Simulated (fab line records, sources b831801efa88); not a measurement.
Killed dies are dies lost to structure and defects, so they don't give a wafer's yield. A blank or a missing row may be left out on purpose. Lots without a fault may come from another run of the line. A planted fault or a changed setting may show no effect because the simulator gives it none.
fab line records | flow sky130
record lots=6 wafers=18 last_day=49
route steps=708 shown VIA2@521 METAL3@532 PAD_OPEN@708
lots that met no fault: from a run of the same line without faults
start_h: hours from the record's first day to the start of the lot's first wafer shown | wait_h: hours since the lot's step before | " the same as in the row above | L1.1+2: a row that stands for several wafers | - no value, or no start given | * or withheld: withheld | < > ~ a bound
route shown NAME@n: a module of which the file shows steps, and the number in the route of the first | usual: mean/standard deviation of fault-free wafers | same: alike in all rows | chamber/n: place in a boat | sites: the reading at each site | _std_site: their standard deviation | _edge_site: outer sites' mean less inner sites' | radius_mm: how far each site lies from the wafer's centre | mask NAME#n: copy n | behind: the tool/chamber that last shaped the wafer | hold: why the lot was held/for how many hours/how that ended | device: the transistor (n, p or np) that didn't switch | end of line: the same wafers' tests at the end of the route | a step without rows: its recipe alone | killed: dies lost to structure and defects at the first sort, not the wafer's yield | map: a wafer's dies, x killed, . not, _ none there
set.NAME: the setting as run; set.NAME@STEP: as run at that earlier step | model.NAME: the simulator's own value behind a step, which no gauge read
lots at some steps of the route; a table a step, a row a wafer
services: from which hour (start_h, from the record's first day; less than 0 if before it) a tool's chamber was out of use, for how many hours, and why
## steps
# step SKY_VIA2_ETCH_14
# recipe chemistry=N2/H2 target=BARC ion_energy_ev=200 source_w=500 bias_w=100 pressure_mtorr=30 n2_flow_sccm=100 h2_flow_sccm=200 stop_on=SiO2 time_s=45.9 target_depth_a=600
# step SKY_VIA2_ETCH_15
# recipe target=SiO2 chemistry=C4F8/O2/Ar target_depth_nm=546 stop_on=TiN mask_material=KrF-thick source_w=1500 bias_w=1200 pressure_mtorr=40 c4f8_flow_sccm=withheld O2_flow_sccm=6 Ar_flow_sccm=300 time_s=84
# usual bias_w=1200/3.6 chamber_pressure_mTorr=40.00/0.034 oes_product_au=0.940/0.0048
# columns lot.wafer tool chamber start_h wait_h bias_w chamber_pressure_mTorr oes_product_au rf_hours_counter_h
L513.1 rie_diel-01 0 851.45 0.0 1203 39.98 0.939 9
L513.2 " 2 " " 1203 40.04 0.943 24
L513.4 " 3 " " 1199 40.04 0.940 10
L518.3 rie_diel-03 2 891.45 0.0 1198 39.99 0.937 2
L518.4 " 1 " " 1197 39.97 0.936 15
L518.5 " 3 " " 1197 39.99 0.941 -
L522.1 rie_diel-04 3 928.40 0.0 1200 39.96 0.932 8
L522.3 " 2 " " 1197 39.94 0.940 10
L522.6 " 2 " " 1199 39.95 0.941 -
L527.1 rie_diel-04 3 960.23 0.0 1197 40.02 0.941 9
L527.2 " 2 " " 1196 40.02 0.936 11
L527.5 " 1 " " 1198 40.00 0.944 -
L531.1 rie_diel-01 3 988.65 0.0 1194 39.95 0.936 15
L531.3 " 1 " " 1200 40.00 0.940 12
L531.5 " 3 " " 1200 40.03 0.940 -
L533.1 rie_diel-04 0 996.01 0.0 1195 39.94 0.946 21
L533.2 " 2 " " 1203 40.01 0.939 12
L533.4 " 1 " " 1202 40.00 0.946 9
# step SKY_VIA2_STRIP_16
# recipe chemistry=O2/N2 power_w=1400 pressure_mtorr=1500 platen_temp_c=withheld o2_flow_sccm=3000 n2_flow_sccm=300 overash_fraction=0.5
# step SKY_VIA2_STRIP_17
# recipe chemistry=post_etch_residue_remover time_s=1200 temp_c=72.5
# step SKY_VIA2_CLEAN_18
# recipe chemistry=IPA time_s=180 temp_c=25
# step SKY_VIA2_CLEAN_19
# recipe chemistry=O3/DIW dry=n2_spin
# step SKY_VIA2_SPUTTER_20
# recipe material=TiN target_thk_nm=20 chamber_pressure_pa=5 power_w=4000 time_s=80
# usual throttle_valve_pct=30.2/0.95
# columns lot.wafer tool chamber start_h wait_h throttle_valve_pct
L513.1 pvd_sputter-02 - 852.13 0.0 29.8
L513.2 " - " " 29.2
L513.4 " - " " 29.9
L518.3 pvd_sputter-01 - 892.11 0.0 30.1
L518.4 " - " " 31.7
L518.5 " - " " 30.5
L522.1 pvd_sputter-01 - 929.07 0.0 28.8
L522.3 " - " " 31.9
L522.6 " - " " 30.1
L527.1 pvd_sputter-01 - 960.89 0.0 30.5
L527.2 " - " " 31.0
L527.5 " - " " 30.3
L531.1 pvd_sputter-02 - 989.33 0.0 29.8
L531.3 " - " " 29.8
L531.5 " - " " 29.6
L533.1 pvd_sputter-02 - 996.75 0.0 29.9
L533.2 " - " " 30.2
L533.4 " - " " 29.6
# step SKY_VIA2_CVD_21
# recipe material=W target_thk_nm=420 time_s=126.4 temp_c=400 pressure_torr=40
# usual chamber_pressure_Torr=39.99/0.083 heater_power_w=798/54
# columns lot.wafer tool chamber start_h wait_h chamber_pressure_Torr heater_power_w
L513.1 cvd_w-02 1 852.19 0.0 40.03 840
L513.2 " 0 " " 40.07 884
L513.4 " 0 " " 39.93 881
L518.3 cvd_w-02 1 892.22 0.1 40.02 823
L518.4 " 0 " " 39.96 875
L518.5 " 1 " " 40.02 827
L522.1 cvd_w-02 0 929.13 0.0 40.09 825
L522.3 " 0 " " 39.96 830
L522.6 " 0 " " 40.00 820
L527.1 cvd_w-02 0 960.95 0.0 39.96 820
L527.2 " 1 " " 39.85 851
L527.5 " 1 " " 39.91 819
L531.1 cvd_w-01 0 989.40 0.0 40.02 711
L531.3 " 1 " " 39.98 779
L531.5 " 0 " " 39.94 715
L533.1 cvd_w-01 1 996.81 0.0 39.83 790
L533.2 " 0 " " 39.91 710
L533.4 " 1 " " 39.89 777
# step SKY_VIA2_RS_MEAS_22
# recipe thk_meas_gauge=four-point-probe reads=W_of_VIA2_CVD_21+TiN_of_VIA2_SPUTTER_20
# usual VIA2_W_RS=0.272/0.0054
# columns lot.wafer tool chamber start_h wait_h VIA2_W_RS[ohm/sq]
L513.1 film_metro-02 - 852.32 0.1 0.275
L513.2 " - " " 0.266
L513.4 " - " " 0.264
L518.3 film_metro-04 - 892.34 0.1 0.274
L518.4 " - " " 0.262
L518.5 " - " " 0.274
L522.1 film_metro-03 - 929.26 0.1 0.261
L522.3 " - " " 0.263
L522.6 " - " " 0.264
L527.1 film_metro-03 - 961.08 0.1 0.267
L527.2 " - " " 0.281
L527.5 " - " " 0.280
L531.1 film_metro-02 - 989.53 0.1 0.274
L531.3 " - " " 0.270
L531.5 " - " " 0.272
L533.1 film_metro-02 - 996.94 0.1 0.272
L533.2 " - " " 0.275
L533.4 " - " " 0.272
# step SKY_VIA2_THK_MEAS_23
# recipe thk_meas_gauge=xrf reads=W_of_VIA2_CVD_21
# usual VIA2_W_THK=417/9.9
# columns lot.wafer tool chamber start_h wait_h VIA2_W_THK[nm]
L513.1 film_metro-02 - 852.44 0.1 407
L513.2 " - " " 424
L513.4 " - " " 425
L518.3 film_metro-04 - 892.44 0.1 414
L518.4 " - " " 432
L518.5 " - " " 413
L522.1 film_metro-03 - 929.38 0.1 439
L522.3 " - " " 440
L522.6 " - " " 436
L527.1 film_metro-03 - 961.20 0.1 428
L527.2 " - " " 405
L527.5 " - " " 409
L531.1 film_metro-02 - 989.65 0.1 411
L531.3 " - " " 414
L531.5 " - " " 412
L533.1 film_metro-02 - 997.06 0.1 412
L533.2 " - " " 408
L533.4 " - " " 414
# step SKY_VIA2_CMP_24
# recipe stop_on=SiO2 t_overpolish_s=20 down_force_psi=3.5 platen_rpm=60 target_thk_nm=0 pad_velocity_m_s=0.94248
# usual head_pressure_psi=3.500/0.0088 motor_current_A=11.8/1.2 overpolish_run_s=20.000/0.0092 time_to_endpoint_s=103/3.9
# columns lot.wafer tool chamber start_h wait_h head_pressure_psi motor_current_A overpolish_run_s time_to_endpoint_s
L513.1 cmp-01 3 852.50 0.1 3.487 10.0 19.997 103
L513.2 " 0 " " 3.495 10.6 19.998 103
L513.4 " 2 " " 3.497 10.0 19.998 109
L518.3 cmp-01 1 892.58 0.1 3.496 11.6 19.996 105
L518.4 " 2 " " 3.493 10.4 20.004 110
L518.5 " 0 " " 3.488 10.8 19.993 100
L522.1 cmp-02 2 929.49 0.1 3.505 12.8 20.002 103
L522.3 " 0 " " 3.504 11.5 19.990 101
L522.6 " 1 " " 3.514 12.4 20.001 107
L527.2 cmp-02 1 961.26 0.0 3.502 13.3 20.000 102
L527.1 " 2 " " 3.497 13.0 20.003 107
L527.5 " 2 " " 3.510 13.1 19.996 103
L531.3 cmp-01 0 989.78 0.1 3.520 10.6 19.995 106
L531.1 " 3 " " 3.504 9.7 19.990 107
L531.5 " 1 " " 3.488 11.8 20.011 105
L533.4 cmp-01 3 997.12 0.0 3.504 10.1 20.018 107
L533.2 " 1 " " 3.495 10.9 20.003 103
L533.1 " 2 " " 3.506 10.5 20.008 105
# step SKY_METAL3_SPUTTER_00
# recipe material=Ti target_thk_nm=15 power_w=3000 time_s=10 chamber_pressure_pa=0.4
# usual throttle_valve_pct=30.2/1.2
# columns lot.wafer tool chamber start_h wait_h throttle_valve_pct
L513.1 pvd_sputter-01 - 852.80 0.2 31.8
L513.2 " - " " 31.3
L513.4 " - " " 30.4
L518.3 pvd_sputter-03 - 892.78 0.1 29.3
L518.4 " - " " 28.9
L518.5 " - " " 29.6
L522.1 pvd_sputter-03 - 929.74 0.2 30.3
L522.3 " - " " 29.7
L522.6 " - " " 28.7
L527.1 pvd_sputter-03 - 961.56 0.2 28.7
L527.2 " - " " 30.5
L527.5 " - " " 28.6
L531.1 pvd_sputter-01 - 990.08 0.1 32.0
L531.3 " - " " 28.8
L531.5 " - " " 32.0
L533.1 pvd_sputter-04 - 997.42 0.1 28.7
L533.2 " - " " 30.7
L533.4 " - " " 31.6
# step SKY_METAL3_SPUTTER_01
# recipe material=TiN target_thk_nm=20 power_w=6500 time_s=16.7 chamber_pressure_pa=0.4
# usual throttle_valve_pct=30.2/1.2
# columns lot.wafer tool chamber start_h wait_h throttle_valve_pct model.TiN_of_METAL3_SPUTTER_01.thk_nm
L513.1 pvd_sputter-01 - 852.82 0.0 32.2 19.65
L513.2 " - " " 31.1 19.78
L513.4 " - " " 29.9 19.68
L518.3 pvd_sputter-03 - 892.81 0.0 29.7 20.15
L518.4 " - " " 28.7 19.92
L518.5 " - " " 29.4 19.99
L522.1 pvd_sputter-03 - 929.76 0.0 30.1 19.33
L522.3 " - " " 30.0 19.23
L522.6 " - " " 28.7 19.22
L527.1 pvd_sputter-03 - 961.58 0.0 29.0 18.86
L527.2 " - " " 30.3 18.92
L527.5 " - " " 28.9 18.86
L531.1 pvd_sputter-01 - 990.10 0.0 31.8 19.96
L531.3 " - " " 28.9 19.94
L531.5 " - " " 31.6 19.73
L533.1 pvd_sputter-04 - 997.44 0.0 28.4 20.06
L533.2 " - " " 30.6 19.86
L533.4 " - " " 31.8 19.93
# step SKY_METAL3_SPUTTER_02
# recipe material=AlCu target_thk_nm=735 power_w=10600 time_s=39.1 chamber_pressure_pa=0.4
# step SKY_PAD_OPEN_PROBE_99
# usual defect_limited_yield=82.7/1.8 killed_at_M0_to_M3=43/6.8 killed_at_M4_up=3.2/1.8 killed_at_contacts=24/5.2 killed_at_front_end=15/4.2 killed_at_other=0.4/0.62 killed_dies=85/8.7 killed_open=46/6.7 killed_short=39/5.9 sort_bin_3_pad_short=0.9/0.41 sort_bin_5_function=10.2/1.5 sort_bin_6_memory=6.3/1.1 sort_n_pass=407/8.7 sort_yield_pct=82.7/1.8
# same gross_dies=492 killed_at_back_side=0 sort_bin_4_leakage[%]=0 sort_bin_8_speed[%]=0
# columns lot.wafer tool chamber start_h wait_h defect_limited_yield[%] killed_at_M0_to_M3 killed_at_M4_up killed_at_contacts killed_at_front_end killed_at_other killed_dies killed_open killed_short sort_bin_3_pad_short[%] sort_bin_5_function[%] sort_bin_6_memory[%] sort_n_pass sort_yield_pct[%]
L518.3 prober-01 - 1112.77 0.2 80.5 43 4 30 19 0 96 45 51 1.4 11.4 6.7 396 80.5
L518.4 prober-01 - 1112.82 0.2 81.1 47 4 27 15 0 93 56 37 1.2 11.6 6.1 399 81.1
L518.5 prober-01 - 1112.87 0.2 82.5 39 4 35 8 0 86 48 38 0.6 10.0 6.9 406 82.5
L527.1 prober-01 - 1162.77 0.1 84.1 43 4 19 12 0 78 45 33 1.4 7.3 7.1 414 84.1
L527.2 prober-01 - 1162.82 0.1 81.7 52 4 20 14 0 90 45 45 1.0 7.5 9.8 402 81.7
L527.5 prober-01 - 1162.97 0.2 83.7 43 1 18 18 0 80 48 32 0.8 10.4 5.1 412 83.7
L531.1 prober-01 - 1181.44 0.1 82.5 45 4 20 17 0 86 36 50 0.8 9.3 7.3 406 82.5
L531.3 prober-01 - 1181.54 0.2 83.5 33 2 26 20 0 81 41 40 0.8 9.3 6.3 411 83.5
L531.5 prober-01 - 1181.64 0.2 85.2 34 1 24 13 1 73 42 31 0 8.7 6.1 419 85.2
# killed by level:class
L518.3 CONTACT:geometric_particle:open=10 METAL1:geometric_particle:short=9 VIA1:geometric_particle:open=8 VIA2:geometric_particle:open=8 POLY_GATE:geometric_particle:short=6 METAL2:geometric_particle:short=6 LI_CONTACT:geometric_particle:short=6 LI_CONTACT:geometric_particle:open=6
L518.4 VIA1:geometric_particle:open=13 LI_CONTACT:geometric_particle:open=8 VIA3:geometric_particle:open=8 CONTACT:geometric_particle:open=7 VIA2:geometric_particle:open=6 VIA1:geometric_particle:short=6 FIELD_ISO:geometric_particle:open=5 LI_CONTACT:geometric_particle:short=4
L518.5 CONTACT:geometric_particle:open=14 LI_CONTACT:geometric_particle:open=11 VIA1:geometric_particle:open=8 VIA2:geometric_particle:short=7 VIA1:geometric_particle:short=6 VIA3:geometric_particle:open=5 POLY_GATE:geometric_particle:short=4 CONTACT:geometric_particle:short=4
L527.1 VIA1:geometric_particle:open=10 CONTACT:geometric_particle:short=8 VIA3:geometric_particle:open=8 CONTACT:geometric_particle:open=7 METAL2:geometric_particle:short=6 VIA2:geometric_particle:open=5 VIA1:geometric_particle:short=4 FIELD_ISO:geometric_particle:short=3
L527.2 METAL2:geometric_particle:short=11 VIA1:geometric_particle:short=10 VIA1:geometric_particle:open=10 LI_CONTACT:geometric_particle:open=6 FIELD_ISO:geometric_particle:open=5 CONTACT:geometric_particle:open=5 METAL1:geometric_particle:short=4 METAL2:geometric_particle:open=4
L527.5 VIA1:geometric_particle:open=9 VIA3:geometric_particle:open=8 LI_CONTACT:geometric_particle:open=8 CONTACT:geometric_particle:open=6 VIA3:geometric_particle:short=5 FIELD_ISO:geometric_particle:open=4 VIA2:geometric_particle:short=4 FIELD_ISO:geometric_particle:short=3
L531.1 METAL1:geometric_particle:short=10 VIA1:geometric_particle:open=9 METAL2:geometric_particle:short=7 LOCAL_INTERCONNECT:geometric_particle:short=6 CONTACT:geometric_particle:open=6 VIA3:geometric_particle:short=6 SPACER:geometric_particle:open=5 VIA1:geometric_particle:short=5
L531.3 VIA1:geometric_particle:open=8 FIELD_ISO:geometric_particle:short=7 METAL1:geometric_particle:short=7 LI_CONTACT:geometric_particle:open=7 CONTACT:geometric_particle:open=7 FIELD_ISO:geometric_particle:open=6 CONTACT:geometric_particle:short=6 LOCAL_INTERCONNECT:geometric_particle:short=4
L531.5 CONTACT:geometric_particle:open=13 VIA3:geometric_particle:open=8 VIA2:geometric_particle:open=5 CONTACT:geometric_particle:short=4 VIA1:geometric_particle:open=4 METAL1:geometric_particle:short=4 METAL2:geometric_particle:short=4 FIELD_ISO:geometric_particle:short=3
## services
# columns tool chamber start_h hours kind
cmp-02 - 828.03 1.5 repair
cmp-02 - 830.16 1.5 repair
rie_diel-04 3 840.41 8.5 repair
rie_diel-01 2 840.47 2.7 repair
cmp-02 - 855.67 2.2 repair
pvd_sputter-03 - 899.38 11.7 repair
pvd_sputter-01 - 901.16 0.5 repair
cvd_w-02 - 904.00 14.0 pm
cmp-02 - 912.41 4.0 pm
pvd_sputter-02 - 937.91 2.7 repair
cmp-02 - 945.23 3.7 pm
cvd_w-01 - 953.38 1.4 repair
cmp-02 - 954.14 6.5 repair
cmp-01 - 954.66 1.8 repair
pvd_sputter-02 - 957.43 6.0 repair
cmp-01 - 958.16 0.6 repair
cmp-01 - 961.64 1.5 repair
cvd_w-02 0 962.70 2.9 repair
cmp-01 - 969.74 2.0 repair
cmp-01 - 971.85 3.7 pm
pvd_sputter-03 - 974.35 9.4 repair
cmp-02 - 988.21 5.0 repair
pvd_sputter-01 - 993.81 0.7 repair
cmp-02 - 995.96 1.7 repair
## key
first_sign none at tools or gauges
model_effect step=SKY_METAL3_SPUTTER_01 value=TiN_of_METAL3_SPUTTER_01.thk_nm without=19.92 struck=19.07
met_at SKY_METAL3_SPUTTER_01
struck_wafers L522.1,L522.3,L522.6,L527.1,L527.2,L527.5
onset_between 892.81 929.76
also_fits SKY_VIA2_SPUTTER_20:pvd_sputter-01,SKY_VIA2_CVD_21:cvd_w-02,SKY_VIA2_CMP_24:cmp-02,SKY_METAL3_SPUTTER_00:pvd_sputter-03
fault kind=process_parameter_drift tool=pvd_sputter-03 chamber=- onset_h=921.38 steps=SKY_METAL3_SPUTTER_01 channel=time_s offset=* shape=step end_h=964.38 acts_in=* stated=*
